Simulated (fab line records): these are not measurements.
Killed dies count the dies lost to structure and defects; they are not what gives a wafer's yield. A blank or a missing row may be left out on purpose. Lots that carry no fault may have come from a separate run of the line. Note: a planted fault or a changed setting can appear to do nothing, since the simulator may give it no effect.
fab line records	flow gf180mcu
[record] lots = 15	wafers = 45	last_day = 34
route steps=602 shown M3@412 V3@447
lots that met no fault: taken from a fault-free run of the same line
start_h: hours from the record's first day to the start of the lot's first wafer shown	wait_h: hours since the lot's step before	" as in the row above	L1.1+2: one row covering several wafers at once	- no value, or no start was given	* or withheld: withheld	< > ~ a bound
route shown NAME@n: a module of which the file shows steps, and the number in the route of the first	usual: mean and standard deviation over wafers with no fault	same: alike in all rows	chamber/n: place in a boat	sites: per-site readings	_std_site: standard deviation of those values	_edge_site: mean of outer sites minus mean of inner sites	radius_mm: for every site, how far away it sits from the centre of the wafer	mask NAME#n: copy n	behind: the tool/chamber that last shaped the wafer	hold: reason for holding the lot/hours on hold/outcome of the hold	device: transistor that didn't switch, given as n, p or np	end of line: the route-end tests of the same wafers	for a step that has no rows: nothing shown but its recipe	killed: at the first sort, the dies lost to defects and structure; wafer yield is something else	map: the dies of a wafer, with x for killed, . for not killed, _ for no die there
set.NAME: the run value of the setting; set.NAME@STEP: its run value at that earlier step	model.NAME: the simulator's own value behind a step, which no gauge read
the route's steps for a sample of lots (tables are steps, rows are wafers)
services: the hour from which a tool's chamber was out of use, counted from the record's first day as start_h (under 0 if before that day), plus the number of hours and why
[[steps]]
[step GF_M3_SPUTTER_03]
[recipe] material = Ti	target_thk_nm = 10	substrate_temp_c = 300	chamber_pressure_pa = 0.3	power_w = 3000	time_s = 6.7
[usual] throttle_valve_pct = 30.3/1.2
lot.wafer	tool	chamber	start_h	wait_h	throttle_valve_pct
L605.1	pvd_sputter-02	-	467.13	0.0	29.6
L605.3	"	-	"	"	30.4
L605.6	"	-	"	"	30.5
L606.1	pvd_sputter-04	-	470.63	0.0	30.9
L606.4	"	-	"	"	29.4
L606.6	"	-	"	"	30.0
L607.1	pvd_sputter-02	-	479.53	0.0	30.4
L607.3	"	-	"	"	29.5
L607.6	"	-	"	"	32.1
L609.1	pvd_sputter-02	-	499.38	0.0	30.6
L609.5	"	-	"	"	31.9
L609.6	"	-	"	"	30.9
L610.4	pvd_sputter-04	-	506.47	0.0	29.6
L610.5	"	-	"	"	30.4
L610.6	"	-	"	"	29.5
L612.3	pvd_sputter-03	-	528.74	0.0	27.7
L612.4	"	-	"	"	31.8
L612.5	"	-	"	"	31.5
L613.2	pvd_sputter-02	-	536.11	0.0	30.9
L613.3	"	-	"	"	29.6
L613.4	"	-	"	"	30.4
L614.1	pvd_sputter-04	-	556.58	0.0	30.6
L614.3	"	-	"	"	29.9
L614.4	"	-	"	"	30.4
L615.2	pvd_sputter-03	-	563.45	0.0	28.0
L615.4	"	-	"	"	29.2
L615.5	"	-	"	"	32.0
L622.4	pvd_sputter-02	-	609.15	0.0	30.1
L622.5	"	-	"	"	30.8
L622.6	"	-	"	"	29.7
L623.1	pvd_sputter-02	-	614.90	0.0	32.1
L623.3	"	-	"	"	29.6
L623.4	"	-	"	"	30.5
L624.1	pvd_sputter-04	-	620.93	0.0	30.7
L624.2	"	-	"	"	29.7
L624.4	"	-	"	"	30.2
L626.1	pvd_sputter-04	-	634.98	0.0	30.4
L626.2	"	-	"	"	29.8
L626.3	"	-	"	"	30.6
L627.2	pvd_sputter-04	-	639.53	0.0	30.3
L627.4	"	-	"	"	30.6
L627.6	"	-	"	"	29.8
L628.2	pvd_sputter-03	-	650.84	0.0	31.3
L628.4	"	-	"	"	28.0
L628.5	"	-	"	"	27.7
[step GF_M3_STRIP_17]
[recipe] chemistry = O2/N2	power_w = 1400	pressure_mtorr = 1500	platen_temp_c = 250	o2_flow_sccm = 3000	n2_flow_sccm = 300	overash_fraction = 0.5
[usual] chamber_pressure_mTorr = 1500.0/1.5	drypump_motor_current_A = 5.8/0.39	heater_power_w = 325/32	o2_flow_sccm = 2999/8	oes_product_au = 0.559/0.0047	strip_time_to_endpoint_s = 7.87/0.04
lot.wafer	tool	chamber	start_h	wait_h	chamber_pressure_mTorr	drypump_motor_current_A	heater_power_w	o2_flow_sccm	oes_product_au	rf_hours_counter_h	strip_time_to_endpoint_s
L605.1	plasma_asher-04	0	491.54	0.1	1499.1	5.6	309	2998	0.557	80	7.85
L605.3	"	0	"	"	1498.4	5.6	294	2996	0.555	-	7.81
L605.6	"	0	"	"	1496.3	5.5	299	2998	0.550	-	7.84
L606.1	plasma_asher-04	1	494.84	0.1	1498.0	6.3	312	3008	0.564	81	7.87
L606.4	"	0	"	"	1501.4	5.5	297	2989	0.562	-	7.89
L606.6	"	1	"	"	1500.0	6.3	307	3006	0.560	-	7.89
L607.1	plasma_asher-04	0	503.84	0.1	1500.2	5.6	308	2993	0.564	81	7.89
L607.3	"	0	"	"	1498.1	5.6	302	2998	0.566	-	7.89
L607.6	"	1	"	"	1500.2	6.3	306	3000	0.565	-	7.91
L609.1	plasma_asher-01	0	523.04	0.1	1496.1	5.2	367	3003	0.556	80	7.89
L609.5	"	0	"	"	1500.3	5.2	369	2997	0.554	-	7.86
L609.6	"	1	"	"	1503.5	5.3	308	3003	0.566	-	7.91
L610.4	plasma_asher-02	1	529.72	0.1	1500.3	5.8	386	2993	0.558	-	7.90
L610.5	"	1	"	"	1501.3	5.8	386	3004	0.564	-	7.88
L610.6	"	0	"	"	1499.8	6.2	325	3007	0.560	-	7.87
L612.3	plasma_asher-01	1	551.10	0.1	1500.0	5.3	302	2992	0.565	-	7.90
L612.4	"	0	"	"	1500.3	5.2	363	2985	0.557	-	7.87
L612.5	"	0	"	"	1501.2	5.2	361	3003	0.559	-	7.87
L613.2	plasma_asher-04	1	558.83	0.1	1499.7	6.3	301	2996	0.556	88	7.83
L613.3	"	0	"	"	1499.8	5.6	299	2994	0.553	-	7.79
L613.4	"	1	"	"	1500.0	6.3	310	2994	0.563	-	7.82
L614.1	plasma_asher-02	0	578.31	0.1	1500.9	6.2	333	3008	0.557	15	7.87
L614.3	"	1	"	"	1499.7	5.8	393	3010	0.558	-	7.88
L614.4	"	0	"	"	1498.9	6.1	327	3005	0.558	-	7.90
L615.2	plasma_asher-04	1	585.03	0.1	1498.4	6.3	306	3002	0.552	90	7.84
L615.4	"	0	"	"	1498.3	5.5	306	3008	0.560	-	7.86
L615.5	"	0	"	"	1498.8	5.6	301	3010	0.557	-	7.84
L622.4	plasma_asher-04	0	630.05	0.1	1498.8	5.6	295	2995	0.557	-	7.93
L622.5	"	1	"	"	1501.0	6.3	307	2993	0.553	-	7.89
L622.6	"	0	"	"	1499.6	5.6	293	3000	0.562	-	7.97
L623.1	plasma_asher-02	0	635.13	0.1	1499.2	6.2	328	2977	0.559	22	7.96
L623.3	"	1	"	"	1499.6	5.8	389	3001	0.555	-	7.84
L623.4	"	0	"	"	1498.8	6.2	326	2994	0.568	-	7.96
L624.1	plasma_asher-02	0	641.61	0.1	1500.2	6.2	324	3003	0.551	22	7.88
L624.2	"	1	"	"	1498.3	5.8	390	3009	0.559	22	7.88
L624.4	"	0	"	"	1499.9	6.1	325	3009	0.557	-	7.84
L626.1	plasma_asher-04	1	654.43	0.1	1502.0	6.3	306	2994	0.559	98	7.81
L626.2	"	0	"	"	1499.2	5.6	303	2987	0.556	98	7.91
L626.3	"	0	"	"	1500.4	5.6	304	3014	0.555	-	7.84
L627.2	plasma_asher-04	0	659.63	0.1	1498.5	5.5	300	2995	0.554	99	7.82
L627.4	"	1	"	"	1501.4	6.3	308	2992	0.556	-	7.92
L627.6	"	1	"	"	1500.0	6.2	303	2998	0.553	-	7.79
L628.2	plasma_asher-04	0	670.21	0.1	1500.0	5.6	290	3013	0.565	100	7.90
L628.4	"	1	"	"	1498.7	6.3	306	3010	0.561	-	7.91
L628.5	"	1	"	"	1500.3	6.3	309	3001	0.567	-	7.93
[step GF_V3_STRIP_18]
[recipe] chemistry = O2/N2	power_w = 1400	pressure_mtorr = 1500	platen_temp_c = 250	o2_flow_sccm = 3000	n2_flow_sccm = 300	overash_fraction = 0.5
[usual] chamber_pressure_mTorr = 1500.1/1.3	drypump_motor_current_A = 5.8/0.45	heater_power_w = 329/31	o2_flow_sccm = 3000/9.5	oes_product_au = 0.593/0.0049
lot.wafer	tool	chamber	start_h	wait_h	chamber_pressure_mTorr	drypump_motor_current_A	heater_power_w	o2_flow_sccm	oes_product_au	rf_hours_counter_h
L605.1	plasma_asher-02	1	516.95	-	1503.4	5.8	378	3008	0.595	9
L605.3	"	0	"	"	1502.5	6.1	322	3017	0.585	-
L605.6	"	1	"	"	1498.2	5.8	398	3022	0.598	-
L606.1	plasma_asher-02	1	519.92	-	1499.1	5.8	386	2993	0.590	10
L606.4	"	0	"	"	1497.6	6.1	323	3013	0.583	-
L606.6	"	0	"	"	1500.1	6.1	318	3008	0.594	-
L607.1	plasma_asher-04	1	528.85	-	1498.4	6.3	305	2987	0.603	85
L607.3	"	0	"	"	1500.7	5.5	297	2988	0.588	-
L607.6	"	0	"	"	1499.6	5.6	299	2984	0.593	-
L609.1	plasma_asher-02	0	546.83	-	1499.5	6.1	330	2991	0.588	13
L609.5	"	0	"	"	1501.6	6.2	320	2983	0.590	-
L609.6	"	1	"	"	1499.4	5.8	377	3003	0.599	-
L610.4	plasma_asher-04	0	552.73	-	1500.3	5.6	304	2987	0.590	-
L610.5	"	0	"	"	1500.9	5.5	300	2992	0.597	-
L610.6	"	1	"	"	1501.2	6.3	309	2990	0.595	-
L612.3	plasma_asher-04	1	574.49	-	1499.2	6.3	313	3009	0.601	-
L612.4	"	0	"	"	1500.3	5.6	295	3021	0.592	-
L612.5	"	1	"	"	1500.1	6.3	304	3016	0.592	-
L613.2	plasma_asher-04	0	581.10	-	1498.4	5.6	300	2988	0.592	90
L613.3	"	0	"	"	1500.8	5.6	295	2987	0.581	-
L613.4	"	1	"	"	1500.2	6.3	305	3006	0.590	-
L614.1	plasma_asher-03	0	600.80	-	1499.7	5.7	344	2999	0.592	48
L614.3	"	1	"	"	1499.0	4.6	332	3009	0.592	-
L614.4	"	0	"	"	1498.6	5.6	335	2997	0.593	-
L615.2	plasma_asher-02	1	607.29	-	1499.5	5.8	390	2985	0.595	18
L615.4	"	1	"	"	1503.4	5.8	387	2996	0.602	-
L615.5	"	0	"	"	1499.7	6.2	329	3000	0.593	-
L622.4	plasma_asher-02	0	651.68	-	-	-	-	-	-	-
L622.5	"	1	"	"	-	-	-	-	-	-
L622.6	"	0	"	"	-	-	-	-	-	-
L623.1	plasma_asher-04	0	656.23	-	-	-	-	-	-	-
L623.3	"	1	"	"	-	-	-	-	-	-
L623.4	"	0	"	"	-	-	-	-	-	-
L624.1	plasma_asher-04	1	662.89	-	-	-	-	-	-	-
L624.2	"	0	"	"	-	-	-	-	-	-
L624.4	"	0	"	"	-	-	-	-	-	-
L626.1	plasma_asher-04	1	675.89	-	1499.3	6.3	311	2993	0.596	101
L626.2	"	0	"	"	1499.6	5.5	306	2998	0.595	101
L626.3	"	0	"	"	1498.2	5.6	303	2993	0.589	-
L627.2	plasma_asher-04	0	680.05	-	1497.2	5.5	303	2991	0.609	101
L627.4	"	1	"	"	1499.7	6.3	307	2998	0.593	-
L627.6	"	0	"	"	1500.4	5.6	295	2988	0.595	-
L628.2	plasma_asher-02	1	690.85	-	1500.6	5.8	390	3006	0.586	29
L628.4	"	0	"	"	1498.7	6.2	322	2993	0.591	-
L628.5	"	1	"	"	1498.9	5.8	393	2998	0.601	-
[step GF_V3_CVD_23]
[recipe] material = W	target_thk_nm = 350	time_s = 104.9	temp_c = 400	pressure_torr = 40
[usual] heater_power_w = 751/89
lot.wafer	tool	chamber	start_h	wait_h	heater_power_w
L605.1	cvd_w-02	0	517.58	0.0	667
L605.3	"	1	"	"	876
L605.6	"	1	"	"	842
L606.1	cvd_w-02	1	520.56	0.0	842
L606.4	"	1	"	"	833
L606.6	"	0	"	"	672
L607.1	cvd_w-01	1	529.48	0.0	822
L607.3	"	1	"	"	805
L607.6	"	1	"	"	822
L609.1	cvd_w-01	0	547.46	0.0	659
L609.5	"	1	"	"	809
L609.6	"	0	"	"	649
L610.4	cvd_w-02	1	553.37	0.1	848
L610.5	"	0	"	"	664
L610.6	"	1	"	"	867
L612.3	cvd_w-02	1	575.13	0.1	849
L612.4	"	0	"	"	667
L612.5	"	0	"	"	687
L613.2	cvd_w-02	0	581.73	0.0	698
L613.3	"	1	"	"	857
L613.4	"	0	"	"	672
L614.1	cvd_w-02	1	601.43	0.0	845
L614.3	"	0	"	"	681
L614.4	"	1	"	"	845
L615.2	cvd_w-02	0	607.94	0.0	661
L615.4	"	1	"	"	847
L615.5	"	0	"	"	693
L622.4	cvd_w-02	0	652.32	0.1	675
L622.5	"	0	"	"	664
L622.6	"	1	"	"	862
L623.1	cvd_w-01	0	656.87	0.0	655
L623.3	"	1	"	"	826
L623.4	"	0	"	"	656
L624.1	cvd_w-02	0	663.53	0.0	671
L624.2	"	1	"	"	863
L624.4	"	1	"	"	867
L626.1	cvd_w-01	0	676.56	0.0	658
L626.2	"	1	"	"	825
L626.3	"	1	"	"	809
L627.2	cvd_w-01	1	680.73	0.0	813
L627.4	"	0	"	"	647
L627.6	"	1	"	"	808
L628.2	cvd_w-01	0	691.49	0.0	656
L628.4	"	1	"	"	828
L628.5	"	1	"	"	833
[[services]]
tool	chamber	start_h	hours	kind
cvd_w-02	-	482.87	0.4	repair
plasma_asher-01	-	492.33	2.8	pm
plasma_asher-03	-	506.10	28.1	pm
plasma_asher-02	-	511.79	4.4	repair
cvd_w-01	-	518.06	0.5	repair
pvd_sputter-02	-	520.04	7.6	repair
cvd_w-02	-	547.99	2.8	pm
pvd_sputter-03	-	551.42	1.7	repair
plasma_asher-04	-	564.01	2.8	pm
plasma_asher-02	-	564.03	9.2	repair
pvd_sputter-02	-	588.61	5.6	repair
pvd_sputter-02	-	592.64	1.5	repair
plasma_asher-03	-	609.01	4.7	repair
pvd_sputter-03	-	616.31	3.3	repair
cvd_w-01	-	635.47	6.9	pm
plasma_asher-01	-	637.42	33.5	pm
cvd_w-02	1	655.56	1.8	repair
plasma_asher-01	-	682.65	28.1	pm
[[key]]
[first_sign] step = GF_V3_STRIP_18	reading = tool_record	direction = missing
effect none on later readings
met_at GF_V3_STRIP_18
struck_lots L622,L623,L624
later_rows_left_out L622.4,L622.5,L622.6,L623.1,L623.3,L623.4,L624.1,L624.2,L624.4
sort_left_out L622.4,L622.5,L622.6,L623.1,L623.3,L623.4,L624.1,L624.2,L624.4
not_acting_at GF_M3_SPUTTER_03,GF_M3_STRIP_17,GF_V3_CVD_23
onset_between 607.29 651.68
[fault] kind = skipped_step_whole	tool = plasma_asher-02,plasma_asher-04	chamber = -	onset_h = 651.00	steps = GF_V3_STRIP_18	scope = struck_lots_only
// sort_left_out: the simulated sort isn't trusted on such a fault, so these wafers' sort isn't shown, and their yield isn't known
// later_rows_left_out: the simulator's readings of these wafers behind a module that went badly wrong aren't trusted and aren't shown, but for the sort
